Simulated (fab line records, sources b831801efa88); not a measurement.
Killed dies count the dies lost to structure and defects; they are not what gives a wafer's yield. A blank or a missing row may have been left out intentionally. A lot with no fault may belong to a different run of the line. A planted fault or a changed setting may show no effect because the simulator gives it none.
fab line records    flow sky130
[record] lots = 11  wafers = 33  last-day = 50
route steps=708 shown VT_ADJUST_PCH@152 SONOS_ONO@183 LDD_HVN@269 POLY_CUT@319 PAD_OPEN@708
lots untouched by any fault: they come from a run of this same line in which no faults occurred
start-h: the number of hours between the record's first day and the start of the first shown wafer of the lot    wait-h: time in hours since the lot's previous step    " same as the row above    L1.1+2: a single row standing in for several wafers    - no value, or no start was given    * or withheld: withheld    < > ~ a bound
route shown NAME@n: NAME is a module with steps in the file, n the number in the route of the first one    usual: average and standard deviation across the fault-free wafers    same: alike in all rows    chamber/n: place in a boat    sites: the reading at each site    _std_site: their standard deviation    _edge_site: mean of outer sites minus mean of inner sites    radius-mm: for every site, how far away it sits from the centre of the wafer    mask NAME#n: copy n    behind: the tool/chamber that last shaped the wafer    hold: reason for holding the lot/hours on hold/outcome of the hold    device: whichever transistor did not switch (one of n, p or np)    end of line: at the end of the route, the tests of the same wafers    step lacking rows: just its recipe    killed: dies that structure and defects cost at the first sort, which is not the same as the wafer's yield    map: per-die view of a wafer (x killed, . not killed, _ where there is no die)
set.NAME: the setting the step ran with; set.NAME@STEP: the setting that earlier step ran with    model.NAME: the simulator's own value behind a step, which no gauge read
a sample of lots followed through the steps of the route, with each step as a table and each wafer as a row
services: the hour from which a tool's chamber was out of use, counted from the record's first day as start-h (under 0 if before that day), plus the number of hours and why
[[steps]]
[step SKY_VT_ADJUST_PCH_STRIP_09]
[recipe] chemistry = O2/N2  power-w = 1400  pressure-mtorr = 1500  platen-temp-c = withheld  o2-flow-sccm = 3000  n2-flow-sccm = 300  overash-fraction = 0.5
[usual] drypump-motor-current-A = 5.68/0.23  oes-product-au = 0.722/0.0042  strip-time-to-endpoint-s = 36.93/0.096
lot.wafer  tool             chamber  start-h  wait-h  drypump-motor-current-A  oes-product-au  rf-hours-counter-h  strip-time-to-endpoint-s
L762.3     plasma-asher-02  1        254.09   0.1     5.70                     0.724           -                   36.84
L762.5     "                1        "        "       5.73                     0.721           -                   36.75
L762.6     "                0        "        "       5.94                     0.723           -                   36.81
L764.1     plasma-asher-01  0        269.04   0.1     5.57                     0.722           59                  37.02
L764.5     "                1        "        "       5.73                     0.728           -                   36.97
L764.6     "                0        "        "       5.55                     0.716           -                   36.89
L765.4     plasma-asher-02  1        273.73   0.1     5.71                     0.715           -                   36.86
L765.5     "                1        "        "       5.72                     0.726           -                   36.97
L765.6     "                0        "        "       5.98                     0.724           -                   37.02
L766.2     plasma-asher-02  0        276.84   0.1     5.96                     0.725           46                  36.95
L766.5     "                0        "        "       5.95                     0.716           -                   36.83
L766.6     "                1        "        "       5.70                     0.727           -                   37.14
L774.2     plasma-asher-01  0        338.09   0.1     5.59                     0.718           66                  37.00
L774.4     "                0        "        "       5.57                     0.721           -                   37.12
L774.5     "                0        "        "       5.57                     0.721           -                   37.07
L775.2     plasma-asher-03  0        342.09   0.1     5.83                     0.714           59                  36.75
L775.4     "                0        "        "       5.81                     0.723           -                   36.75
L775.6     "                0        "        "       5.81                     0.723           -                   36.72
L776.1     plasma-asher-03  0        358.43   0.1     5.81                     0.726           60                  36.95
L776.2     "                1        "        "       5.20                     0.723           60                  37.04
L776.3     "                0        "        "       5.84                     0.718           -                   36.94
L777.4     plasma-asher-03  0        360.74   0.1     5.82                     0.721           -                   36.96
L777.5     "                1        "        "       5.18                     0.722           -                   37.00
L777.6     "                0        "        "       5.83                     0.723           -                   37.05
L779.4     plasma-asher-01  0        367.64   0.1     5.57                     0.719           -                   36.93
L779.5     "                1        "        "       5.73                     0.732           -                   36.89
L779.6     "                0        "        "       5.56                     0.723           -                   36.86
L780.1     plasma-asher-02  1        386.15   0.1     5.71                     0.733           57                  36.86
L780.3     "                1        "        "       5.70                     0.725           -                   36.83
L780.4     "                0        "        "       5.95                     0.723           -                   36.87
L781.3     plasma-asher-02  1        387.33   0.1     5.71                     0.726           -                   36.99
L781.5     "                0        "        "       5.94                     0.720           -                   37.02
L781.6     "                1        "        "       5.73                     0.724           -                   36.85
[step SKY_SONOS_ONO_ETCH_15]
[recipe] target-depth-nm = 19.52  chemistry = CHF3/O2  source-w = 600  bias-w = 200  pressure-mtorr = 40  chf3-flow-sccm = 50  O2_flow_sccm = 5  time-s = 7.8
[usual] O2_flow_sccm = 5.002/0.014  chf3-flow-sccm = 50.01/0.15  drypump-motor-current-A = 5.7/0.46  oes-product-au = 0.998/0.011  throttle-valve-pct = 8.825/0.0091
lot.wafer  tool         chamber  start-h  wait-h  O2_flow_sccm  chf3-flow-sccm  drypump-motor-current-A  oes-product-au  rf-hours-counter-h  throttle-valve-pct
L762.3     rie-diel-01  0        309.22   0.0     4.983         49.85           5.8                      0.998           3                   8.822
L762.5     "            3        "        "       5.020         49.91           5.9                      1.001           -                   8.829
L762.6     "            2        "        "       4.982         49.92           5.5                      0.990           -                   8.835
L764.1     rie-diel-01  2        324.71   0.0     4.990         49.72           5.5                      0.984           31                  8.826
L764.5     "            1        "        "       4.992         50.20           4.9                      0.997           -                   8.846
L764.6     "            0        "        "       5.003         49.84           5.8                      0.991           -                   8.840
L765.4     rie-diel-01  0        333.26   0.0     5.015         50.11           5.8                      0.998           4                   8.817
L765.5     "            3        "        "       5.008         50.00           5.9                      1.006           -                   8.839
L765.6     "            0        "        "       4.989         50.10           5.8                      1.005           -                   8.830
L766.2     rie-diel-03  2        334.16   0.0     5.015         49.98           5.4                      0.977           3                   8.836
L766.5     "            0        "        "       5.017         50.13           6.7                      1.003           -                   8.828
L766.6     "            2        "        "       5.021         50.26           5.4                      0.974           -                   8.803
L774.2     rie-diel-04  1        401.95   0.0     4.999         50.02           5.8                      0.996           12                  8.813
L774.4     "            2        "        "       5.019         49.85           5.5                      0.995           8                   8.818
L774.5     "            0        "        "       5.002         49.91           5.3                      1.010           -                   8.829
L775.2     rie-diel-03  0        403.37   0.0     4.988         49.94           6.7                      1.007           99                  8.821
L775.4     "            1        "        "       5.015         49.80           5.8                      0.995           3                   8.827
L775.6     "            0        "        "       4.995         50.09           6.7                      1.006           -                   8.843
L776.1     rie-diel-01  3        423.30   0.0     4.993         50.22           5.9                      0.995           12                  8.824
L776.2     "            0        "        "       4.984         49.94           5.8                      0.999           5                   8.836
L776.3     "            2        "        "       5.010         49.90           5.5                      0.978           33                  8.818
L777.4     rie-diel-03  0        424.20   0.0     5.004         49.80           6.7                      1.008           99                  8.836
L777.5     "            1        "        "       4.961         49.93           5.9                      1.005           -                   8.833
L777.6     "            0        "        "       4.993         50.10           6.7                      1.004           -                   8.834
L779.4     rie-diel-03  3        433.95   0.0     5.008         50.19           5.3                      1.013           81                  8.837
L779.5     "            0        "        "       5.021         50.12           6.7                      1.006           -                   8.824
L779.6     "            3        "        "       4.984         50.13           5.3                      1.003           -                   8.833
L780.1     rie-diel-03  2        452.67   0.0     5.010         49.89           5.4                      0.983           5                   8.826
L780.3     "            3        "        "       4.993         49.81           5.3                      1.005           81                  8.822
L780.4     "            2        "        "       5.004         49.99           5.4                      0.987           -                   8.818
L781.3     rie-diel-03  2        454.87   0.0     4.982         49.78           5.5                      0.982           5                   8.824
L781.5     "            2        "        "       4.996         49.78           5.4                      0.989           -                   8.811
L781.6     "            3        "        "       5.035         50.18           5.3                      1.008           -                   8.822
[step SKY_LDD_HVN_COAT_02]
[recipe] resist = NOVOLAK  spin-rpm = 3000  resist-thk-nm = 300
lot.wafer   tool            chamber  start-h  wait-h
L762.3+5+6  litho-track-03  0        480.11   0.1
L764.1+5+6  litho-track-01  0        503.84   0.1
L765.4+5+6  litho-track-01  0        509.22   0.1
L766.2+5+6  litho-track-03  0        512.53   0.1
L774.2+4+5  litho-track-04  0        585.34   0.1
L775.2+4+6  litho-track-04  0        585.94   0.1
L776.1+2+3  litho-track-03  0        602.96   0.1
L777.4+5+6  litho-track-03  0        605.38   0.1
L779.4+5+6  litho-track-03  0        616.48   0.1
L780.1+3+4  litho-track-01  0        631.34   0.1
L781.3+5+6  litho-track-03  0        635.56   0.1
[step SKY_LDD_HVN_STRIP_09]
[recipe] chemistry = O2/N2  power-w = 1400  pressure-mtorr = 1500  platen-temp-c = withheld  o2-flow-sccm = 3000  n2-flow-sccm = 300  overash-fraction = 0.5
[usual] drypump-motor-current-A = 5.80/0.15  oes-product-au = 0.408/0.005  strip-time-to-endpoint-s = 4.137/0.016
lot.wafer  tool             chamber  start-h  wait-h  drypump-motor-current-A  oes-product-au  rf-hours-counter-h  strip-time-to-endpoint-s
L762.3     plasma-asher-01  1        495.31   0.1     5.74                     0.404           -                   4.178
L762.5     "                0        "        "       5.57                     0.419           -                   4.154
L762.6     "                1        "        "       5.76                     0.402           -                   4.159
L764.1     plasma-asher-01  1        519.74   0.1     5.75                     0.411           85                  4.140
L764.5     "                0        "        "       5.57                     0.405           -                   4.147
L764.6     "                1        "        "       5.77                     0.412           -                   4.134
L765.4     plasma-asher-04  1        524.68   0.1     5.75                     0.416           -                   4.151
L765.5     "                1        "        "       5.77                     0.411           -                   4.127
L765.6     "                0        "        "       6.04                     0.410           -                   4.135
L766.2     plasma-asher-04  1        527.58   0.1     5.76                     0.405           40                  4.115
L766.5     "                1        "        "       5.73                     0.402           -                   4.157
L766.6     "                0        "        "       6.02                     0.420           -                   4.153
L774.2     plasma-asher-01  1        600.60   0.1     5.72                     0.341           94                  2.521
L774.4     "                1        "        "       5.70                     0.348           -                   2.507
L774.5     "                1        "        "       5.72                     0.338           -                   2.530
L775.2     plasma-asher-04  1        601.50   0.1     5.75                     0.341           48                  2.506
L775.4     "                1        "        "       5.74                     0.344           -                   2.538
L775.6     "                0        "        "       6.04                     0.337           -                   2.528
L776.1     plasma-asher-02  0        618.35   0.1     5.94                     0.408           80                  4.153
L776.2     "                1        "        "       5.74                     0.410           80                  4.142
L776.3     "                1        "        "       5.72                     0.408           -                   4.143
L777.4     plasma-asher-04  1        620.33   0.1     5.77                     0.411           -                   4.139
L777.5     "                0        "        "       6.02                     0.415           -                   4.140
L777.6     "                1        "        "       5.76                     0.412           -                   4.166
L779.4     plasma-asher-04  1        631.33   0.1     5.78                     0.402           -                   4.147
L779.5     "                1        "        "       5.77                     0.404           -                   4.144
L779.6     "                0        "        "       6.05                     0.406           -                   4.137
L780.1     plasma-asher-02  0        647.35   0.1     5.96                     0.400           83                  4.153
L780.3     "                0        "        "       5.96                     0.406           -                   4.142
L780.4     "                1        "        "       5.74                     0.414           -                   4.163
L781.3     plasma-asher-01  0        650.83   0.1     5.56                     0.409           -                   4.127
L781.5     "                0        "        "       5.56                     0.409           -                   4.132
L781.6     "                1        "        "       5.73                     0.406           -                   4.145
[step SKY_POLY_CUT_STRIP_12]
[recipe] chemistry = O2/N2  power-w = 1400  pressure-mtorr = 1500  platen-temp-c = withheld  o2-flow-sccm = 3000  n2-flow-sccm = 300  overash-fraction = 0.5
[usual] drypump-motor-current-A = 5.71/0.24  oes-product-au = 0.453/0.0042  strip-time-to-endpoint-s = 5.357/0.014
lot.wafer  tool             chamber  start-h  wait-h  drypump-motor-current-A  oes-product-au  rf-hours-counter-h  strip-time-to-endpoint-s
L762.3     plasma-asher-01  0        588.96   0.1     5.57                     0.455           -                   5.364
L762.5     "                0        "        "       5.58                     0.450           -                   5.347
L762.6     "                1        "        "       5.76                     0.446           -                   5.352
L764.1     plasma-asher-04  0        615.25   0.0     6.03                     0.459           49                  5.368
L764.5     "                0        "        "       6.05                     0.447           -                   5.361
L764.6     "                1        "        "       5.77                     0.445           -                   5.364
L765.4     plasma-asher-01  1        618.14   0.1     5.73                     0.459           -                   5.365
L765.5     "                0        "        "       5.58                     0.451           -                   5.350
L765.6     "                1        "        "       5.74                     0.456           -                   5.358
L766.2     plasma-asher-01  0        621.58   0.0     5.56                     0.455           96                  5.358
L766.5     "                1        "        "       5.76                     0.460           -                   5.343
L766.6     "                0        "        "       5.57                     0.452           -                   5.349
L774.2     plasma-asher-04  1        691.63   0.0     5.76                     0.453           57                  5.365
L774.4     "                0        "        "       6.03                     0.457           -                   5.383
L774.5     "                0        "        "       6.07                     0.454           -                   5.368
L775.2     plasma-asher-01  0        692.00   0.0     5.58                     0.451           101                 5.334
L775.4     "                1        "        "       5.72                     0.457           -                   5.362
L775.6     "                0        "        "       5.57                     0.444           -                   5.345
L776.1     plasma-asher-03  0        708.55   0.0     5.82                     0.454           29                  5.337
L776.2     "                1        "        "       5.21                     0.454           29                  5.341
L776.3     "                0        "        "       5.84                     0.452           -                   5.355
L777.4     plasma-asher-03  1        711.49   0.1     5.21                     0.454           -                   5.338
L777.5     "                0        "        "       5.82                     0.455           -                   5.342
L777.6     "                1        "        "       5.19                     0.464           -                   5.348
L779.4     plasma-asher-01  0        720.09   0.1     5.58                     0.449           -                   5.344
L779.5     "                0        "        "       5.56                     0.453           -                   5.348
L779.6     "                1        "        "       5.73                     0.448           -                   5.338
L780.1     plasma-asher-04  1        737.84   0.0     5.78                     0.454           60                  5.357
L780.3     "                1        "        "       5.77                     0.454           -                   5.352
L780.4     "                0        "        "       6.03                     0.450           -                   5.355
L781.3     plasma-asher-04  1        741.94   0.1     5.76                     0.458           -                   5.354
L781.5     "                0        "        "       6.03                     0.456           -                   5.356
L781.6     "                1        "        "       5.78                     0.448           -                   5.405
[step SKY_PAD_OPEN_PROBE_99]
[usual] killed_at_M0_to_M3 = 43/6.8  killed_at_M4_up = 3.3/1.9  killed-at-contacts = 24/5.3  killed-at-front-end = 14/4.3  killed-at-other = 0.3/0.62  killed-dies = 85/9.8  killed-open = 46/8  killed-short = 39/5.9
[same] gross-dies = 492  killed-at-back-side = 0
lot.wafer  tool       chamber  start-h  wait-h  killed_at_M0_to_M3  killed_at_M4_up  killed-at-contacts  killed-at-front-end  killed-at-other  killed-dies  killed-open  killed-short
L775.2     prober-01  -        1182.80  0.1     43                  3                19                  16                   0                81           46           35
L775.4     prober-01  -        1182.90  0.2     45                  6                13                  17                   0                81           43           38
L775.6     prober-01  -        1183.00  0.2     35                  8                16                  15                   0                74           44           30
L776.1     prober-02  -        1191.43  0.1     38                  4                20                  11                   0                73           34           39
L776.2     prober-02  -        1191.48  0.1     45                  1                22                  21                   0                89           47           42
L776.3     prober-02  -        1191.53  0.2     30                  3                32                  21                   0                86           44           42
// killed by level:class
L775.2 VIA1:geometric-particle:open=12 VIA2:geometric-particle:open=11 LI_CONTACT:geometric-particle:open=6 FIELD_ISO:geometric-particle:short=4 CONTACT:geometric-particle:open=4 POLY_GATE:geometric-particle:short=4 POLY_GATE:geometric-particle:open=4 VIA1:geometric-particle:short=4
L775.4 VIA1:geometric-particle:open=12 VIA2:geometric-particle:open=9 VIA3:geometric-particle:open=6 METAL4:geometric-particle:short=6 FIELD_ISO:geometric-particle:open=4 METAL1:geometric-particle:short=4 LI_CONTACT:geometric-particle:open=4 METAL2:geometric-particle:short=4
L775.6 VIA1:geometric-particle:open=14 FIELD_ISO:geometric-particle:open=7 METAL4:geometric-particle:short=5 POLY_GATE:geometric-particle:short=4 LI_CONTACT:geometric-particle:open=4 CONTACT:geometric-particle:open=4 VIA2:geometric-particle:open=4 METAL2:geometric-particle:short=3
L776.1 CONTACT:geometric-particle:open=7 METAL1:geometric-particle:short=6 VIA1:geometric-particle:open=6 LI_CONTACT:geometric-particle:open=5 VIA2:geometric-particle:open=5 LOCAL_INTERCONNECT:geometric-particle:short=4 VIA1:geometric-particle:short=4 METAL4:geometric-particle:short=4
L776.2 VIA1:geometric-particle:open=9 VIA2:geometric-particle:open=7 LI_CONTACT:geometric-particle:short=6 LI_CONTACT:geometric-particle:open=6 METAL1:geometric-particle:short=6 FIELD_ISO:geometric-particle:open=5 POLY_GATE:geometric-particle:open=5 CONTACT:geometric-particle:open=5
L776.3 LI_CONTACT:geometric-particle:open=13 VIA1:geometric-particle:open=8 CONTACT:geometric-particle:open=7 POLY_GATE:geometric-particle:short=6 LOCAL_INTERCONNECT:geometric-particle:short=5 FIELD_ISO:geometric-particle:short=4 POLY_GATE:geometric-particle:open=4 VIA1:geometric-particle:short=4
[[services]]
tool             chamber  start-h  hours  kind
rie-diel-03      2        231.29   5.4    repair
plasma-asher-01  -        234.57   3.1    repair
plasma-asher-03  -        235.27   34.7   repair
rie-diel-03      -        283.18   28.1   pm
rie-diel-03      1        333.98   17.4   repair
plasma-asher-03  -        376.78   28.1   pm
rie-diel-03      -        391.75   0.5    repair
plasma-asher-02  -        402.95   2.7    repair
rie-diel-03      2        404.89   13.0   repair
plasma-asher-03  -        421.25   9.0    pm
plasma-asher-01  -        455.59   2.0    repair
rie-diel-03      1        466.74   2.1    repair
plasma-asher-04  -        483.65   28.1   pm
plasma-asher-02  -        494.67   5.6    repair
plasma-asher-02  -        517.89   13.6   pm
rie-diel-03      3        544.26   5.0    repair
plasma-asher-01  -        553.92   1.5    repair
plasma-asher-01  -        624.99   2.8    pm
plasma-asher-01  -        678.81   9.9    repair
rie-diel-03      -        697.89   2.8    pm
plasma-asher-04  -        702.09   12.3   repair
plasma-asher-01  -        729.63   2.9    repair
rie-diel-03      -        730.20   14.6   pm
plasma-asher-01  -        733.75   9.0    pm
[[key]]
[first-sign] step = SKY_LDD_HVN_STRIP_09  reading = strip-time-to-endpoint-s  direction = down  sigmas = 99+  usual = *  struck = *
[effect] step = SKY_LDD_HVN_STRIP_09  reading = oes-product-au  direction = down  sigmas = 13  usual = 0.408  struck = 0.341
met-at SKY_LDD_HVN_COAT_02
struck-lots L774,L775
tester-left-out L774,L775
not-acting-at SKY_VT_ADJUST_PCH_STRIP_09,SKY_SONOS_ONO_ETCH_15,SKY_POLY_CUT_STRIP_12
[fault] kind = process-parameter-drift  tool = litho-track-04  chamber = -  onset-h = 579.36  steps = SKY_LDD_HVN_COAT_02  channel = resist-thk-nm  offset = -121.91  shape = step  end-h = 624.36  acts-in = these-recipes-only  stated = 300
// tester-left-out: of these lots the tester's yield and bins aren't shown, on N5 and GAA mostly nor the transistor test; their killed dies are dies lost to structure and defects alone, not to doping, threshold or leakage, so they don't give the yield
